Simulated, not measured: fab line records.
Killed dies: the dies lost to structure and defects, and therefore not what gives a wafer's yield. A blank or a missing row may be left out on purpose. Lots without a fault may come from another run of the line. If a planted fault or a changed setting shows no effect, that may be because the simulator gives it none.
fab line records / flow sky130 / part 2 of 2: steps 28 to 37 of 37
record: lots: 5 wafers: 15 last_day: 50
route steps=708 shown VIA2@508 METAL3@532 CAPM@537
lots untouched by any fault: they come from a run of this same line in which no faults occurred
start_h: hours from the record's first day to the start of the lot's first wafer shown / wait_h: hours elapsed since this lot's preceding step / " identical to the entry in the row above / L1.1+2: a row that stands for several wafers / - either no value or no given start / * or withheld: withheld / < > ~ a bound
route shown NAME@n: names a module that has steps shown in the file, with the first one's number in the route / usual: the fault-free wafers' mean and standard deviation / same: alike in all rows / chamber/n: place in a boat / sites: readings site by site / _std_site: the standard deviation of these / _edge_site: mean of outer sites minus mean of inner sites / radius_mm: how far each site lies from the wafer's centre / mask NAME#n: copy n / behind: the last tool/chamber to shape the wafer / hold: the reason the lot was held/the length of the hold in hours/how it ended / device: whichever transistor did not switch (one of n, p or np) / end of line: tests run on the same wafers once the route is complete / where a step has no rows: the recipe by itself / killed: not the wafer's yield, but the dies lost to structure and defects at the first sort / map: shows each die of a wafer: x if killed, . if not, _ if none is there
set.NAME: the setting that was run; set.NAME@STEP: the one run at that earlier step / model.NAME: the simulator's own value behind a step, which no gauge read
lots at some steps of the route; a table a step, a row a wafer
services: from which hour (start_h, from the record's first day; less than 0 if before it) a tool's chamber was out of use, for how many hours, and why
== steps ==
step: SKY_METAL3_SPUTTER_03
recipe: material: Ti target_thk_nm: 5 power_w: 3000 time_s: 3.3 chamber_pressure_pa: 0.4
usual: throttle_valve_pct: 29.7/1.2
lot.wafer=L074.1 tool=pvd_sputter-04 chamber=- start_h=862.90 wait_h=0.0 throttle_valve_pct=30.3
lot.wafer=L074.3 tool=pvd_sputter-04 chamber=- start_h=862.90 wait_h=0.0 throttle_valve_pct=31.1
lot.wafer=L074.5 tool=pvd_sputter-04 chamber=- start_h=862.90 wait_h=0.0 throttle_valve_pct=27.9
lot.wafer=L082.1 tool=pvd_sputter-04 chamber=- start_h=907.75 wait_h=0.0 throttle_valve_pct=30.9
lot.wafer=L082.3 tool=pvd_sputter-04 chamber=- start_h=907.75 wait_h=0.0 throttle_valve_pct=30.3
lot.wafer=L082.6 tool=pvd_sputter-04 chamber=- start_h=907.75 wait_h=0.0 throttle_valve_pct=30.9
lot.wafer=L086.1 tool=pvd_sputter-03 chamber=- start_h=940.06 wait_h=0.0 throttle_valve_pct=29.3
lot.wafer=L086.2 tool=pvd_sputter-03 chamber=- start_h=940.06 wait_h=0.0 throttle_valve_pct=27.3
lot.wafer=L086.3 tool=pvd_sputter-03 chamber=- start_h=940.06 wait_h=0.0 throttle_valve_pct=28.7
lot.wafer=L095.2 tool=pvd_sputter-04 chamber=- start_h=1002.21 wait_h=0.0 throttle_valve_pct=28.0
lot.wafer=L095.3 tool=pvd_sputter-04 chamber=- start_h=1002.21 wait_h=0.0 throttle_valve_pct=30.3
lot.wafer=L095.4 tool=pvd_sputter-04 chamber=- start_h=1002.21 wait_h=0.0 throttle_valve_pct=28.1
lot.wafer=L096.1 tool=pvd_sputter-03 chamber=- start_h=1007.40 wait_h=0.0 throttle_valve_pct=28.6
lot.wafer=L096.4 tool=pvd_sputter-03 chamber=- start_h=1007.40 wait_h=0.0 throttle_valve_pct=29.6
lot.wafer=L096.5 tool=pvd_sputter-03 chamber=- start_h=1007.40 wait_h=0.0 throttle_valve_pct=27.1
step: SKY_METAL3_SPUTTER_04
recipe: material: TiN target_thk_nm: 70 power_w: 6500 time_s: 58.3 chamber_pressure_pa: 0.4
usual: throttle_valve_pct: 29.7/1.2
lot.wafer=L074.1 tool=pvd_sputter-04 chamber=- start_h=862.92 wait_h=0.0 throttle_valve_pct=30.1
lot.wafer=L074.3 tool=pvd_sputter-04 chamber=- start_h=862.92 wait_h=0.0 throttle_valve_pct=30.7
lot.wafer=L074.5 tool=pvd_sputter-04 chamber=- start_h=862.92 wait_h=0.0 throttle_valve_pct=28.2
lot.wafer=L082.1 tool=pvd_sputter-04 chamber=- start_h=907.77 wait_h=0.0 throttle_valve_pct=30.9
lot.wafer=L082.3 tool=pvd_sputter-04 chamber=- start_h=907.77 wait_h=0.0 throttle_valve_pct=30.3
lot.wafer=L082.6 tool=pvd_sputter-04 chamber=- start_h=907.77 wait_h=0.0 throttle_valve_pct=31.1
lot.wafer=L086.1 tool=pvd_sputter-03 chamber=- start_h=940.08 wait_h=0.0 throttle_valve_pct=29.4
lot.wafer=L086.2 tool=pvd_sputter-03 chamber=- start_h=940.08 wait_h=0.0 throttle_valve_pct=27.1
lot.wafer=L086.3 tool=pvd_sputter-03 chamber=- start_h=940.08 wait_h=0.0 throttle_valve_pct=28.6
lot.wafer=L095.2 tool=pvd_sputter-04 chamber=- start_h=1002.23 wait_h=0.0 throttle_valve_pct=28.1
lot.wafer=L095.3 tool=pvd_sputter-04 chamber=- start_h=1002.23 wait_h=0.0 throttle_valve_pct=30.2
lot.wafer=L095.4 tool=pvd_sputter-04 chamber=- start_h=1002.23 wait_h=0.0 throttle_valve_pct=28.1
lot.wafer=L096.1 tool=pvd_sputter-03 chamber=- start_h=1007.42 wait_h=0.0 throttle_valve_pct=28.7
lot.wafer=L096.4 tool=pvd_sputter-03 chamber=- start_h=1007.42 wait_h=0.0 throttle_valve_pct=29.6
lot.wafer=L096.5 tool=pvd_sputter-03 chamber=- start_h=1007.42 wait_h=0.0 throttle_valve_pct=27.1
step: SKY_CAPM_CVD_00
recipe: material: SiO2 target_thk_nm: 15.5 temp_c: 400 time_s: withheld rf_w: 450
usual: heater_power_outer_w: 411/58 heater_power_w: 684/91 susceptor_temp_C: 400.00/0.22
lot.wafer=L074.1 tool=pecvd-03 chamber=0 start_h=862.96 wait_h=0.0 heater_power_outer_w=333 heater_power_w=563 susceptor_temp_C=399.68
lot.wafer=L074.3 tool=pecvd-03 chamber=2 start_h=862.96 wait_h=0.0 heater_power_outer_w=431 heater_power_w=724 susceptor_temp_C=400.54
lot.wafer=L074.5 tool=pecvd-03 chamber=0 start_h=862.96 wait_h=0.0 heater_power_outer_w=346 heater_power_w=558 susceptor_temp_C=399.75
lot.wafer=L082.1 tool=pecvd-02 chamber=0 start_h=907.82 wait_h=0.0 heater_power_outer_w=498 heater_power_w=815 susceptor_temp_C=400.28
lot.wafer=L082.3 tool=pecvd-02 chamber=1 start_h=907.82 wait_h=0.0 heater_power_outer_w=433 heater_power_w=655 susceptor_temp_C=399.78
lot.wafer=L082.6 tool=pecvd-02 chamber=0 start_h=907.82 wait_h=0.0 heater_power_outer_w=519 heater_power_w=806 susceptor_temp_C=400.26
lot.wafer=L086.1 tool=pecvd-02 chamber=1 start_h=940.13 wait_h=0.0 heater_power_outer_w=434 heater_power_w=667 susceptor_temp_C=400.15
lot.wafer=L086.2 tool=pecvd-02 chamber=0 start_h=940.13 wait_h=0.0 heater_power_outer_w=421 heater_power_w=656 susceptor_temp_C=399.83
lot.wafer=L086.3 tool=pecvd-02 chamber=2 start_h=940.13 wait_h=0.0 heater_power_outer_w=402 heater_power_w=668 susceptor_temp_C=400.11
lot.wafer=L095.2 tool=pecvd-01 chamber=1 start_h=1002.28 wait_h=0.0 heater_power_outer_w=365 heater_power_w=677 susceptor_temp_C=399.98
lot.wafer=L095.3 tool=pecvd-01 chamber=2 start_h=1002.28 wait_h=0.0 heater_power_outer_w=443 heater_power_w=691 susceptor_temp_C=399.96
lot.wafer=L095.4 tool=pecvd-01 chamber=1 start_h=1002.28 wait_h=0.0 heater_power_outer_w=365 heater_power_w=680 susceptor_temp_C=400.08
lot.wafer=L096.1 tool=pecvd-01 chamber=2 start_h=1007.47 wait_h=0.0 heater_power_outer_w=363 heater_power_w=608 susceptor_temp_C=399.66
lot.wafer=L096.4 tool=pecvd-01 chamber=2 start_h=1007.47 wait_h=0.0 heater_power_outer_w=363 heater_power_w=616 susceptor_temp_C=400.22
lot.wafer=L096.5 tool=pecvd-01 chamber=1 start_h=1007.47 wait_h=0.0 heater_power_outer_w=389 heater_power_w=700 susceptor_temp_C=399.71
step: SKY_CAPM_THK_MEAS_01
recipe: reads: SiO2_of_CAPM_CVD_00
usual: CAPM_CVD_00_THK: 15.5/0.33
lot.wafer=L074.1 tool=film_metro-01 chamber=- start_h=862.99 wait_h=- CAPM_CVD_00_THK[nm]=15.6
lot.wafer=L074.3 tool=film_metro-01 chamber=- start_h=862.99 wait_h=- CAPM_CVD_00_THK[nm]=15.5
lot.wafer=L074.5 tool=film_metro-01 chamber=- start_h=862.99 wait_h=- CAPM_CVD_00_THK[nm]=16.0
lot.wafer=L082.1 tool=film_metro-04 chamber=- start_h=907.84 wait_h=- CAPM_CVD_00_THK[nm]=15.2
lot.wafer=L082.3 tool=film_metro-04 chamber=- start_h=907.84 wait_h=- CAPM_CVD_00_THK[nm]=15.4
lot.wafer=L082.6 tool=film_metro-04 chamber=- start_h=907.84 wait_h=- CAPM_CVD_00_THK[nm]=15.5
lot.wafer=L086.1 tool=film_metro-02 chamber=- start_h=940.15 wait_h=- CAPM_CVD_00_THK[nm]=15.1
lot.wafer=L086.2 tool=film_metro-02 chamber=- start_h=940.15 wait_h=- CAPM_CVD_00_THK[nm]=14.8
lot.wafer=L086.3 tool=film_metro-02 chamber=- start_h=940.15 wait_h=- CAPM_CVD_00_THK[nm]=15.2
lot.wafer=L095.2 tool=film_metro-04 chamber=- start_h=1002.31 wait_h=- CAPM_CVD_00_THK[nm]=15.3
lot.wafer=L095.3 tool=film_metro-04 chamber=- start_h=1002.31 wait_h=- CAPM_CVD_00_THK[nm]=15.8
lot.wafer=L095.4 tool=film_metro-04 chamber=- start_h=1002.31 wait_h=- CAPM_CVD_00_THK[nm]=15.5
lot.wafer=L096.1 tool=film_metro-01 chamber=- start_h=1007.49 wait_h=- CAPM_CVD_00_THK[nm]=15.7
lot.wafer=L096.4 tool=film_metro-01 chamber=- start_h=1007.49 wait_h=- CAPM_CVD_00_THK[nm]=15.8
lot.wafer=L096.5 tool=film_metro-01 chamber=- start_h=1007.49 wait_h=- CAPM_CVD_00_THK[nm]=15.3
step: SKY_CAPM_SPUTTER_02
recipe: material: TiN target_thk_nm: 200 temp_c: 300 power_w: 6500 time_s: 166.7 chamber_pressure_pa: 0.4
usual: susceptor_temp_C: 299.98/0.2 throttle_valve_pct: 29.8/0.88
lot.wafer=L074.1 tool=pvd_sputter-02 chamber=- start_h=863.05 wait_h=0.1 susceptor_temp_C=300.08 throttle_valve_pct=30.5
lot.wafer=L074.3 tool=pvd_sputter-02 chamber=- start_h=863.05 wait_h=0.1 susceptor_temp_C=299.64 throttle_valve_pct=29.2
lot.wafer=L074.5 tool=pvd_sputter-02 chamber=- start_h=863.05 wait_h=0.1 susceptor_temp_C=299.91 throttle_valve_pct=30.1
lot.wafer=L082.1 tool=pvd_sputter-03 chamber=- start_h=907.90 wait_h=0.1 susceptor_temp_C=300.24 throttle_valve_pct=30.2
lot.wafer=L082.3 tool=pvd_sputter-03 chamber=- start_h=907.90 wait_h=0.1 susceptor_temp_C=300.10 throttle_valve_pct=28.7
lot.wafer=L082.6 tool=pvd_sputter-03 chamber=- start_h=907.90 wait_h=0.1 susceptor_temp_C=300.13 throttle_valve_pct=28.6
lot.wafer=L086.1 tool=pvd_sputter-02 chamber=- start_h=940.21 wait_h=0.1 susceptor_temp_C=300.22 throttle_valve_pct=30.0
lot.wafer=L086.2 tool=pvd_sputter-02 chamber=- start_h=940.21 wait_h=0.1 susceptor_temp_C=299.63 throttle_valve_pct=30.4
lot.wafer=L086.3 tool=pvd_sputter-02 chamber=- start_h=940.21 wait_h=0.1 susceptor_temp_C=299.80 throttle_valve_pct=30.1
lot.wafer=L095.2 tool=pvd_sputter-01 chamber=- start_h=1002.36 wait_h=0.0 susceptor_temp_C=299.92 throttle_valve_pct=29.8
lot.wafer=L095.3 tool=pvd_sputter-01 chamber=- start_h=1002.36 wait_h=0.0 susceptor_temp_C=300.03 throttle_valve_pct=31.3
lot.wafer=L095.4 tool=pvd_sputter-01 chamber=- start_h=1002.36 wait_h=0.0 susceptor_temp_C=299.91 throttle_valve_pct=30.2
lot.wafer=L096.1 tool=pvd_sputter-02 chamber=- start_h=1007.55 wait_h=0.1 susceptor_temp_C=299.80 throttle_valve_pct=30.0
lot.wafer=L096.4 tool=pvd_sputter-02 chamber=- start_h=1007.55 wait_h=0.1 susceptor_temp_C=300.12 throttle_valve_pct=30.6
lot.wafer=L096.5 tool=pvd_sputter-02 chamber=- start_h=1007.55 wait_h=0.1 susceptor_temp_C=299.71 throttle_valve_pct=30.6
step: SKY_CAPM_RS_MEAS_03
recipe: thk_meas_gauge: four-point-probe reads: TiN_of_CAPM_SPUTTER_02
usual: CAPM_TIN_RS: 6.98/0.09
lot.wafer=L074.1 tool=film_metro-04 chamber=- start_h=863.16 wait_h=0.1 CAPM_TIN_RS[ohm/sq]=7.05
lot.wafer=L074.3 tool=film_metro-04 chamber=- start_h=863.16 wait_h=0.1 CAPM_TIN_RS[ohm/sq]=7.13
lot.wafer=L074.5 tool=film_metro-04 chamber=- start_h=863.16 wait_h=0.1 CAPM_TIN_RS[ohm/sq]=6.95
lot.wafer=L082.1 tool=film_metro-02 chamber=- start_h=908.01 wait_h=0.1 CAPM_TIN_RS[ohm/sq]=6.74
lot.wafer=L082.3 tool=film_metro-02 chamber=- start_h=908.01 wait_h=0.1 CAPM_TIN_RS[ohm/sq]=6.78
lot.wafer=L082.6 tool=film_metro-02 chamber=- start_h=908.01 wait_h=0.1 CAPM_TIN_RS[ohm/sq]=6.79
lot.wafer=L086.1 tool=film_metro-04 chamber=- start_h=940.32 wait_h=0.1 CAPM_TIN_RS[ohm/sq]=6.89
lot.wafer=L086.2 tool=film_metro-04 chamber=- start_h=940.32 wait_h=0.1 CAPM_TIN_RS[ohm/sq]=6.94
lot.wafer=L086.3 tool=film_metro-04 chamber=- start_h=940.32 wait_h=0.1 CAPM_TIN_RS[ohm/sq]=6.98
lot.wafer=L095.2 tool=film_metro-01 chamber=- start_h=1002.49 wait_h=0.1 CAPM_TIN_RS[ohm/sq]=6.99
lot.wafer=L095.3 tool=film_metro-01 chamber=- start_h=1002.49 wait_h=0.1 CAPM_TIN_RS[ohm/sq]=6.95
lot.wafer=L095.4 tool=film_metro-01 chamber=- start_h=1002.49 wait_h=0.1 CAPM_TIN_RS[ohm/sq]=6.98
lot.wafer=L096.1 tool=film_metro-04 chamber=- start_h=1007.66 wait_h=0.1 CAPM_TIN_RS[ohm/sq]=7.00
lot.wafer=L096.4 tool=film_metro-04 chamber=- start_h=1007.66 wait_h=0.1 CAPM_TIN_RS[ohm/sq]=6.96
lot.wafer=L096.5 tool=film_metro-04 chamber=- start_h=1007.66 wait_h=0.1 CAPM_TIN_RS[ohm/sq]=6.96
step: SKY_CAPM_THK_MEAS_04
recipe: thk_meas_gauge: xrf reads: TiN_of_CAPM_SPUTTER_02
usual: CAPM_TIN_THK: 200.0/2.9
lot.wafer=L074.1 tool=film_metro-04 chamber=- start_h=863.28 wait_h=0.1 CAPM_TIN_THK[nm]=197.4
lot.wafer=L074.3 tool=film_metro-04 chamber=- start_h=863.28 wait_h=0.1 CAPM_TIN_THK[nm]=195.1
lot.wafer=L074.5 tool=film_metro-04 chamber=- start_h=863.28 wait_h=0.1 CAPM_TIN_THK[nm]=200.3
lot.wafer=L082.1 tool=film_metro-02 chamber=- start_h=908.13 wait_h=0.1 CAPM_TIN_THK[nm]=206.6
lot.wafer=L082.3 tool=film_metro-02 chamber=- start_h=908.13 wait_h=0.1 CAPM_TIN_THK[nm]=205.2
lot.wafer=L082.6 tool=film_metro-02 chamber=- start_h=908.13 wait_h=0.1 CAPM_TIN_THK[nm]=205.9
lot.wafer=L086.1 tool=film_metro-04 chamber=- start_h=940.44 wait_h=0.1 CAPM_TIN_THK[nm]=204.1
lot.wafer=L086.2 tool=film_metro-04 chamber=- start_h=940.44 wait_h=0.1 CAPM_TIN_THK[nm]=201.3
lot.wafer=L086.3 tool=film_metro-04 chamber=- start_h=940.44 wait_h=0.1 CAPM_TIN_THK[nm]=201.6
lot.wafer=L095.2 tool=film_metro-01 chamber=- start_h=1002.60 wait_h=0.1 CAPM_TIN_THK[nm]=198.3
lot.wafer=L095.3 tool=film_metro-01 chamber=- start_h=1002.60 wait_h=0.1 CAPM_TIN_THK[nm]=199.5
lot.wafer=L095.4 tool=film_metro-01 chamber=- start_h=1002.60 wait_h=0.1 CAPM_TIN_THK[nm]=198.9
lot.wafer=L096.1 tool=film_metro-04 chamber=- start_h=1007.78 wait_h=0.1 CAPM_TIN_THK[nm]=198.8
lot.wafer=L096.4 tool=film_metro-04 chamber=- start_h=1007.78 wait_h=0.1 CAPM_TIN_THK[nm]=201.2
lot.wafer=L096.5 tool=film_metro-04 chamber=- start_h=1007.78 wait_h=0.1 CAPM_TIN_THK[nm]=200.4
step: SKY_CAPM_DEHYDRATE_05
recipe: temp_c: 200 time_s: 60
lot.wafer=L074.1+3+5 tool=litho_track-04 chamber=0 start_h=874.88 wait_h=11.6
lot.wafer=L082.1+3+6 tool=litho_track-03 chamber=0 start_h=919.83 wait_h=11.7
lot.wafer=L086.1+2+3 tool=litho_track-01 chamber=0 start_h=951.20 wait_h=10.8
lot.wafer=L095.2+3+4 tool=litho_track-01 chamber=0 start_h=1013.27 wait_h=10.7
lot.wafer=L096.1+4+5 tool=litho_track-03 chamber=0 start_h=1018.28 wait_h=10.5
step: SKY_CAPM_HMDS_06
recipe: prime_time_s: 60 prime_temp_c: 120
lot.wafer=L074.1+3+5 tool=litho_track-04 chamber=0 start_h=875.03 wait_h=0.1
lot.wafer=L082.1+3+6 tool=litho_track-03 chamber=0 start_h=919.98 wait_h=0.1
lot.wafer=L086.1+2+3 tool=litho_track-01 chamber=0 start_h=951.35 wait_h=0.1
lot.wafer=L095.2+3+4 tool=litho_track-01 chamber=0 start_h=1013.42 wait_h=0.1
lot.wafer=L096.1+4+5 tool=litho_track-03 chamber=0 start_h=1018.43 wait_h=0.1
step: SKY_CAPM_COAT_07
recipe: resist: NOVOLAK spin_rpm: 3000 resist_thk_nm: 1140
usual: dispense_pressure_kPa: 55/3.7
lot.wafer=L074.1 tool=litho_track-04 chamber=0 start_h=875.18 wait_h=0.1 dispense_pressure_kPa=56
lot.wafer=L074.3 tool=litho_track-04 chamber=0 start_h=875.18 wait_h=0.1 dispense_pressure_kPa=56
lot.wafer=L074.5 tool=litho_track-04 chamber=0 start_h=875.18 wait_h=0.1 dispense_pressure_kPa=56
lot.wafer=L082.1 tool=litho_track-03 chamber=0 start_h=920.13 wait_h=0.1 dispense_pressure_kPa=58
lot.wafer=L082.3 tool=litho_track-03 chamber=0 start_h=920.13 wait_h=0.1 dispense_pressure_kPa=58
lot.wafer=L082.6 tool=litho_track-03 chamber=0 start_h=920.13 wait_h=0.1 dispense_pressure_kPa=58
lot.wafer=L086.1 tool=litho_track-01 chamber=0 start_h=951.50 wait_h=0.1 dispense_pressure_kPa=49
lot.wafer=L086.2 tool=litho_track-01 chamber=0 start_h=951.50 wait_h=0.1 dispense_pressure_kPa=49
lot.wafer=L086.3 tool=litho_track-01 chamber=0 start_h=951.50 wait_h=0.1 dispense_pressure_kPa=49
lot.wafer=L095.2 tool=litho_track-01 chamber=0 start_h=1013.57 wait_h=0.1 dispense_pressure_kPa=49
lot.wafer=L095.3 tool=litho_track-01 chamber=0 start_h=1013.57 wait_h=0.1 dispense_pressure_kPa=49
lot.wafer=L095.4 tool=litho_track-01 chamber=0 start_h=1013.57 wait_h=0.1 dispense_pressure_kPa=49
lot.wafer=L096.1 tool=litho_track-03 chamber=0 start_h=1018.58 wait_h=0.1 dispense_pressure_kPa=58
lot.wafer=L096.4 tool=litho_track-03 chamber=0 start_h=1018.58 wait_h=0.1 dispense_pressure_kPa=58
lot.wafer=L096.5 tool=litho_track-03 chamber=0 start_h=1018.58 wait_h=0.1 dispense_pressure_kPa=58
== services ==
tool=pvd_sputter-04 chamber=- start_h=811.55 hours=4.1 kind=repair
tool=cmp-02 chamber=- start_h=815.71 hours=1.3 kind=repair
tool=cmp-02 chamber=- start_h=824.36 hours=1.0 kind=repair
tool=cmp-01 chamber=- start_h=841.60 hours=0.8 kind=repair
tool=krf_scanner-01 chamber=- start_h=849.07 hours=4.0 kind=pm
tool=wet_bench-03 chamber=- start_h=860.18 hours=40.4 kind=pm
tool=cmp-02 chamber=- start_h=874.48 hours=5.8 kind=pm
tool=rie_diel-04 chamber=2 start_h=887.30 hours=4.6 kind=repair
tool=krf_scanner-01 chamber=- start_h=889.11 hours=3.0 kind=pm
tool=rie_diel-04 chamber=3 start_h=894.37 hours=6.5 kind=repair
tool=cmp-02 chamber=- start_h=899.95 hours=0.3 kind=repair
tool=cmp-01 chamber=- start_h=912.00 hours=4.0 kind=pm
tool=pvd_sputter-03 chamber=- start_h=918.28 hours=13.5 kind=repair
tool=rie_diel-04 chamber=0 start_h=918.66 hours=4.2 kind=repair
tool=krf_scanner-01 chamber=- start_h=920.13 hours=0.8 kind=pm
tool=krf_scanner-01 chamber=- start_h=926.37 hours=1.3 kind=pm
tool=cmp-01 chamber=- start_h=929.97 hours=4.2 kind=pm
tool=rie_diel-03 chamber=0 start_h=931.61 hours=8.1 kind=repair
tool=wet_bench-02 chamber=- start_h=934.99 hours=54.2 kind=pm
tool=pvd_sputter-02 chamber=- start_h=949.04 hours=2.1 kind=repair
tool=pvd_sputter-02 chamber=- start_h=953.54 hours=2.9 kind=repair
tool=wet_bench-02 chamber=- start_h=997.64 hours=3.5 kind=repair
tool=cmp-01 chamber=- start_h=1006.49 hours=2.0 kind=repair
tool=pvd_sputter-03 chamber=- start_h=1011.69 hours=15.9 kind=repair
